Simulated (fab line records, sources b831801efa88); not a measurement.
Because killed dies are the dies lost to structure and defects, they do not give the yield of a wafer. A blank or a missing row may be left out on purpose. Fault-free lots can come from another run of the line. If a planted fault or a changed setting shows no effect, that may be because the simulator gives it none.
The tool behind it: which one? :: flow gf180mcu :: 39 wafers from 13 lots sampled at 5 of the route's 602 steps

== WHAT THE GAUGES READ, wafer by wafer ==
GF_STI_THK_MEAS_22.
lot: L529
measured: day 2 03:39
on: film-metro-01
STI_OXIDATION_01_THK (nm): 15.37 15.24 15.37

lot: L531
measured: day 2 14:39
on: film-metro-01
STI_OXIDATION_01_THK (nm): 15.30 15.17 15.24

lot: L533
measured: day 3 03:47
on: film-metro-04
STI_OXIDATION_01_THK (nm): 14.65 14.72 14.83

lot: L534
measured: day 3 06:22
on: film-metro-04
STI_OXIDATION_01_THK (nm): 15.12 14.89 15.07

lot: L541
measured: day 4 16:07
on: film-metro-01
STI_OXIDATION_01_THK (nm): 15.10 15.27 15.03

lot: L542
measured: day 4 22:14
on: film-metro-01
STI_OXIDATION_01_THK (nm): 15.08 15.01 14.90

lot: L543
measured: day 5 04:55
on: film-metro-01
STI_OXIDATION_01_THK (nm): 15.24 15.16 15.31

lot: L545
measured: day 5 14:13
on: film-metro-04
STI_OXIDATION_01_THK (nm): 15.15 15.24 15.16

lot: L547
measured: day 6 01:07
on: film-metro-02
STI_OXIDATION_01_THK (nm): 15.12 15.14 15.06

lot: L548
measured: day 6 04:46
on: film-metro-02
STI_OXIDATION_01_THK (nm): 15.01 15.17 15.04

lot: L549
measured: day 6 09:46
on: film-metro-02
STI_OXIDATION_01_THK (nm): 14.99 14.78 15.01

lot: L550
measured: day 6 15:50
on: film-metro-02
STI_OXIDATION_01_THK (nm): 14.81 14.92 14.97

lot: L552
measured: day 7 01:29
on: film-metro-04
STI_OXIDATION_01_THK (nm): 14.58 14.76 14.79

GF_LVPWELL_OVL_MEAS_07.
lot: L529
measured: day 3 22:19
on: overlay-02
LVPWELL_OVL (nm): -1.7 -0.8 -1.2

lot: L531
measured: day 4 07:25
on: overlay-02
LVPWELL_OVL (nm): 3.1 1.9 2.1

lot: L533
measured: day 4 22:28
on: overlay-02
LVPWELL_OVL (nm): - - -

lot: L534
measured: day 5 02:07
on: overlay-02
LVPWELL_OVL (nm): 1.6 0.2 0.9

lot: L541
measured: day 6 14:19
on: overlay-01
LVPWELL_OVL (nm): -0.6 -1.1 -2.2

lot: L542
measured: day 6 23:22
on: overlay-02
LVPWELL_OVL (nm): 2.1 -0.6 -1.8

lot: L543
measured: day 7 03:40
on: overlay-01
LVPWELL_OVL (nm): -0.9 -2.0 -2.2

lot: L545
measured: day 7 13:52
on: overlay-02
LVPWELL_OVL (nm): -0.8 0.1 -2.5

lot: L547
measured: day 8 02:10
on: overlay-02
LVPWELL_OVL (nm): 1.0 0.7 1.6

lot: L548
measured: day 8 06:53
on: overlay-01
LVPWELL_OVL (nm): 1.8 1.6 1.4

lot: L549
measured: day 8 12:01
on: overlay-02
LVPWELL_OVL (nm): 0.7 -1.5 0.4

lot: L550
measured: day 8 18:58
on: overlay-02
LVPWELL_OVL (nm): 0.4 -0.6 0.2

lot: L552
measured: day 9 06:10
on: overlay-02
LVPWELL_OVL (nm): 1.7 0.0 1.5

GF_LVPWELL_TW_MEAS_11.
lot: L529
measured: day 3 22:45
on: film-metro-01
LVPWELL_TW: 567 564 564

lot: L531
measured: day 4 07:51
on: film-metro-03
LVPWELL_TW: 551 551 551

lot: L533
measured: day 4 22:53
on: film-metro-03
LVPWELL_TW: 30 30 30

lot: L534
measured: day 5 02:34
on: film-metro-04
LVPWELL_TW: 564 565 562

lot: L541
measured: day 6 14:44
on: film-metro-03
LVPWELL_TW: 544 544 545

lot: L542
measured: day 6 23:49
on: film-metro-01
LVPWELL_TW: 562 565 563

lot: L543
measured: day 7 04:06
on: film-metro-03
LVPWELL_TW: 550 547 550

lot: L545
measured: day 7 14:18
on: film-metro-03
LVPWELL_TW: 551 547 552

lot: L547
measured: day 8 02:36
on: film-metro-01
LVPWELL_TW: 566 566 564

lot: L548
measured: day 8 07:20
on: film-metro-04
LVPWELL_TW: 564 564 564

lot: L549
measured: day 8 12:26
on: film-metro-04
LVPWELL_TW: 562 566 561

lot: L550
measured: day 8 19:23
on: film-metro-03
LVPWELL_TW: 551 554 551

lot: L552
measured: day 9 06:35
on: film-metro-01
LVPWELL_TW: 562 561 563

GF_SAB_CD_MEAS_09: target cd 420 nm.
lot: L529
measured: day 15 04:52
on: cd-sem-02
cd-nm (nm): 419.3 418.0 418.4

lot: L531
measured: day 15 21:03
on: cd-sem-01
cd-nm (nm): 417.2 419.9 416.2

lot: L533
measured: day 16 18:45
on: cd-sem-01
cd-nm (nm): 417.9 417.4 418.6

lot: L534
measured: day 17 01:55
on: cd-sem-02
cd-nm (nm): 417.7 415.2 415.9

lot: L541
measured: day 19 13:33
on: cd-sem-01
cd-nm (nm): 417.3 418.0 418.1

lot: L542
measured: day 19 21:35
on: cd-sem-01
cd-nm (nm): 416.6 420.1 416.6

lot: L543
measured: day 20 02:22
on: cd-sem-01
cd-nm (nm): 417.9 418.2 419.1

lot: L545
measured: day 20 20:31
on: cd-sem-02
cd-nm (nm): 420.7 420.3 421.8

lot: L547
measured: day 21 18:32
on: cd-sem-02
cd-nm (nm): 425.8 423.1 422.8

lot: L548
measured: day 21 20:30
on: cd-sem-01
cd-nm (nm): 424.3 423.8 425.0

lot: L549
measured: day 22 04:24
on: cd-sem-02
cd-nm (nm): 419.2 420.5 422.3

lot: L550
measured: day 22 16:35
on: cd-sem-01
cd-nm (nm): 417.1 417.5 415.3

lot: L552
measured: day 23 01:44
on: cd-sem-02
cd-nm (nm): 418.8 420.4 419.1

== TOOL THAT RAN EACH LOT (tool first, then ch and the chambers of the sampled wafers, then the start) ==
lot: L529
GF_LVPWELL_EXPOSE_04: iline-stepper-02 ch 0, day 3 15:52

lot: L531
GF_LVPWELL_EXPOSE_04: iline-stepper-02 ch 0, day 4 01:11

lot: L533
GF_LVPWELL_EXPOSE_04: iline-stepper-02 ch 0, day 4 16:13

lot: L534
GF_LVPWELL_EXPOSE_04: iline-stepper-01 ch 0, day 4 19:30

lot: L541
GF_LVPWELL_EXPOSE_04: iline-stepper-02 ch 0, day 6 07:01

lot: L542
GF_LVPWELL_EXPOSE_04: iline-stepper-02 ch 0, day 6 15:56

lot: L543
GF_LVPWELL_EXPOSE_04: iline-stepper-01 ch 0, day 6 20:09

lot: L545
GF_LVPWELL_EXPOSE_04: iline-stepper-01 ch 0, day 7 06:21

lot: L547
GF_LVPWELL_EXPOSE_04: iline-stepper-02 ch 0, day 7 18:36

lot: L548
GF_LVPWELL_EXPOSE_04: iline-stepper-02 ch 0, day 7 22:37

lot: L549
GF_LVPWELL_EXPOSE_04: iline-stepper-02 ch 0, day 8 04:04

lot: L550
GF_LVPWELL_EXPOSE_04: iline-stepper-01 ch 0, day 8 10:44

lot: L552
GF_LVPWELL_EXPOSE_04: iline-stepper-01 ch 0, day 8 21:38
- GF_LVPWELL_EXPOSE_04: exposes mask LVPWELL, target cd 600 nm.

== WHAT THE TOOLS THEMSELVES READ (means of the sampled wafers that have a number; where no wafer has one, the mark that the record gives instead) ==
The record holds no such reading with a usual standard deviation.

== THE ANSWER, worked out from the rows above alone ==
Rule: the usual values come from the lots themselves. The widest of any qualifying gaps counts: lots, ordered by their means at a reading, are off when they make up no more than a third of the lots, leave a main group of 4 or more, and stand apart from it by 3 or more times the standard deviation of that group's means. The tables above print the reading to a certain number of digits; a main group whose means all agree to those digits is not used. Also off: a lot with no number at a reading for which 4 or more lots have one. The other lots that the step has rows for count as sound. First the gauges in route order, then the tools' own readings, where a lot's mean is used as printed above. At the first step where some lot is off, the reading lying furthest off is the one used; lots without a number count as furthest.
Off: at GF_LVPWELL_OVL_MEAS_07 (LVPWELL_OVL), L533. Without a number there: L533. The main group has a mean of 0.1 nm with a standard deviation of 1.2.
If a tool, at a process step before that reading, ran all the lots that are off and no sound lot after the first of them, it fits. The gauges at GF_LVPWELL_OVL_MEAS_07 aren't tried: what is off there is off at GF_LVPWELL_TW_MEAS_11 too, on other tools, and a gauge's error can't cause that. None of those tried fits.

== WHAT THE SIMULATOR HAD INSERTED ==
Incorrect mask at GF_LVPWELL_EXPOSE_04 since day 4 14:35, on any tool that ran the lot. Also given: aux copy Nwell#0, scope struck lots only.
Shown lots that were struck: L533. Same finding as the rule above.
